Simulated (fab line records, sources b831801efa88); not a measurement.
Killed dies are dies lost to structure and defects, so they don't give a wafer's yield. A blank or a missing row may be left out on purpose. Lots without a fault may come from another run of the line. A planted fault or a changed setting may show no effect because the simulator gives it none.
Tool commonality check | flow gf180mcu | 14 lots, 41 wafers sampled

WHY IT WAS OPENED
At GF_PSD_OVL_MEAS_08 the reading PSD_OVL is flagged on 2 of 14 lots. Wafers without a fault read -0.7 nm, standard deviation 1.3.
Rule: a lot is flagged when every wafer of it that has a number lies more than 4 standard deviations from that mean, or none has a number. The other lots count as sound.

lot  | measured     | on         | PSD_OVL (nm), wafer by wafer | flag
L462 | day 14 18:58 | overlay-01 | -1.4 0.8 -0.2                |
L463 | day 15 07:31 | overlay-01 | -1.1 -0.8 -1.7               |
L464 | day 15 10:11 | overlay-01 | -0.7 -1.3 0.1                |
L465 | day 15 18:26 | overlay-01 | -1.8 0.1 1.4                 |
L466 | day 15 21:08 | overlay-01 | -0.6 0.7 -2.2                |
L467 | day 16 09:20 | overlay-02 | -1.4 -2.1 -0.6               |
L468 | day 16 23:28 | overlay-02 | 0.3 1.6                      |
L469 | day 17 02:22 | overlay-01 | 0.7 -1.7 0.5                 |
L470 | day 17 06:58 | overlay-01 | -0.4 0.4 -0.4                |
L471 | day 17 16:58 | overlay-02 | -0.1 -2.0 0.4                |
L475 | day 19 03:49 | overlay-01 | 254.1 255.0 254.3            | FLAGGED
L477 | day 19 17:22 | overlay-02 | 257.7 255.4 256.0            | FLAGGED
L482 | day 21 14:49 | overlay-01 | 0.2 -1.4 -1.5                |
L484 | day 22 06:59 | overlay-02 | -1.8 -1.2 -2.1               |
The numbers of the flagged lots are 255.4 nm on average: +256.1 nm against the usual, or +99 or more standard deviations.

WHICH TOOL RAN EACH LOT
The record holds 1 process step before the reading, out of a route of 602 steps. In each cell: the tool, then ch and the chambers that the sampled wafers went through, then the start.
lot  | flag    | GF_PSD_EXPOSE_04
L462 |         | iline_stepper-02 ch 0, day 14 08:56
L463 |         | iline_stepper-01 ch 0, day 14 21:32
L464 |         | iline_stepper-01 ch 0, day 14 23:22
L465 |         | iline_stepper-01 ch 0, day 15 07:55
L466 |         | iline_stepper-02 ch 0, day 15 09:38
L467 |         | iline_stepper-02 ch 0, day 15 22:34
L468 |         | iline_stepper-01 ch 0, day 16 12:05
L469 |         | iline_stepper-02 ch 0, day 16 14:59
L470 |         | iline_stepper-01 ch 0, day 16 19:29
L471 |         | iline_stepper-01 ch 0, day 17 05:18
L475 | FLAGGED | iline_stepper-01 ch 0, day 18 15:25
L477 | FLAGGED | iline_stepper-01 ch 0, day 19 05:22
L482 |         | iline_stepper-02 ch 0, day 21 02:51
L484 |         | iline_stepper-02 ch 0, day 21 19:21
What these steps do:
- GF_PSD_EXPOSE_04: exposes mask Pplus, target cd 400 nm.
- GF_PSD_OVL_MEAS_08

FLAGGED OVER TOTAL, TOOL BY TOOL (the gauges that took the reading come last)
step               | tool             | lots run | flagged | share of the flagged lots | sound lots run after its first flagged lot
GF_PSD_EXPOSE_04   | iline_stepper-01 | 8        | 2       | all                       | 0
GF_PSD_EXPOSE_04   | iline_stepper-02 | 6        | 0       | none                      | -
GF_PSD_OVL_MEAS_08 | overlay-01       | 9        | 1       | some                      | 1 (L482)
GF_PSD_OVL_MEAS_08 | overlay-02       | 5        | 1       | some                      | 1 (L484)

WHAT THE TABLE ALLOWS
1 row of the table ran every flagged lot: iline_stepper-01 at GF_PSD_EXPOSE_04.
- iline_stepper-01 at GF_PSD_EXPOSE_04: 2 of its 8 lots flagged. Its last sound lot is L471 (day 17 05:18), its first flagged lot L475 (day 18 15:25): a fault that began between those two fits.
One tool is left: iline_stepper-01 at GF_PSD_EXPOSE_04.

WHAT THE SIMULATOR HAD PUT IN
Scanner matching overlay: iline_stepper-01, from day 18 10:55 on, at GF_PSD_EXPOSE_04. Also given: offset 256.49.
Lots struck among those shown: L475, L477. The rule above found the same.
